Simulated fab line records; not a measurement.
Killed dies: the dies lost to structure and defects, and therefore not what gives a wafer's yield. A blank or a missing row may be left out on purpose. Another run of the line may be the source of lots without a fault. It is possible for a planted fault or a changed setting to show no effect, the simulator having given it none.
Problem report in the 8D (eight disciplines) form, filled by code | flow sky130 | the parts of the form that need people (team, actions taken, sign-off) are left out

== 1. WHAT IS WRONG ==
Wafers without a fault read 149.99, standard deviation 0.046; beam energy keV at SKY_VT_ADJUST_HVTP_IMPLANT_09 reads a mean of 164.26 on 9 wafers belonging to 3 lots. So: +99 or more standard deviations from the usual mean.
Seen first at day 11 13:46 on implanter-03, wafer L385.2. At this step, 42 wafers from 14 lots have a number in the record. The rule behind "out" and "out of limits": a value lying over 4 standard deviations away from the usual mean. The other wafers with a number count as sound.

== 2. WHAT IT IS; WHAT IT IS NOT ==
question                    | is                     | is not
which readings at this step | beam energy keV        | -
which lots                  | L385, L386, L387       | L364, L365, L366, L367, L368, L369, L370, L371, L377, L380, L381
which wafers of those lots  | all that have a number | -
read on which tools         | implanter-03           | implanter-01, implanter-02
when                        | from day 11 13:46      | up to then (33 sound wafers)

== 3. THE SUSPECTS, EACH WITH WHAT RULES IT OUT ==
Counting: a tool at any process step up to the reading remains a suspect when it ran all the lots that are out and ran no sound lot after the first of those.
- implanter-03 at SKY_VT_ADJUST_HVTP_IMPLANT_09: kept. It processed each lot that is out, first L385 at day 11 13:46, and no sound lot thereafter; up to then, the last sound lot it processed was L380 at day 10 06:43. Its own readings are out on those wafers: beam energy keV.
Remaining after the count: implanter-03 at SKY_VT_ADJUST_HVTP_IMPLANT_09.

== 4. THE CAUSE (what the simulator had put in) ==
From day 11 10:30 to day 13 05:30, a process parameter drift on implanter-03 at SKY_VT_ADJUST_HVTP_IMPLANT_09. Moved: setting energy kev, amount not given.
Counting left only this tool.

== 5. THE CHAIN OF EFFECTS, in route order ==
One row per reading whose mean, taken over the struck wafers that have a number, lies over 3 standard deviations from the usual. Readings are gone through only where the record gives a usual standard deviation; hours: the median, over the lots, of the time from a lot's start at the first step in this table giving one to that lot's start at this step; sigmas: the change measured in usual standard deviations.
hours | step                          | reading         | usual  | on struck wafers | change | sigmas
0     | SKY_VT_ADJUST_HVTP_IMPLANT_09 | beam energy keV | 149.99 | 164.26           | +14.27 | +99 or more
The process steps in it:
- SKY_VT_ADJUST_HVTP_IMPLANT_09
Later measuring or inspecting steps at which every struck wafer that the step has a row for has a number for every such reading, and none has moved that far: SKY_POLY_GATE_CD_MEAS_22, SKY_LDD_N_OVL_MEAS_07.

== 6. WHAT WOULD HAVE CAUGHT IT SOONER ==
In this record no reading fell out of limits until day 11 13:46, 3 hours after the fault had begun at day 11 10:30.
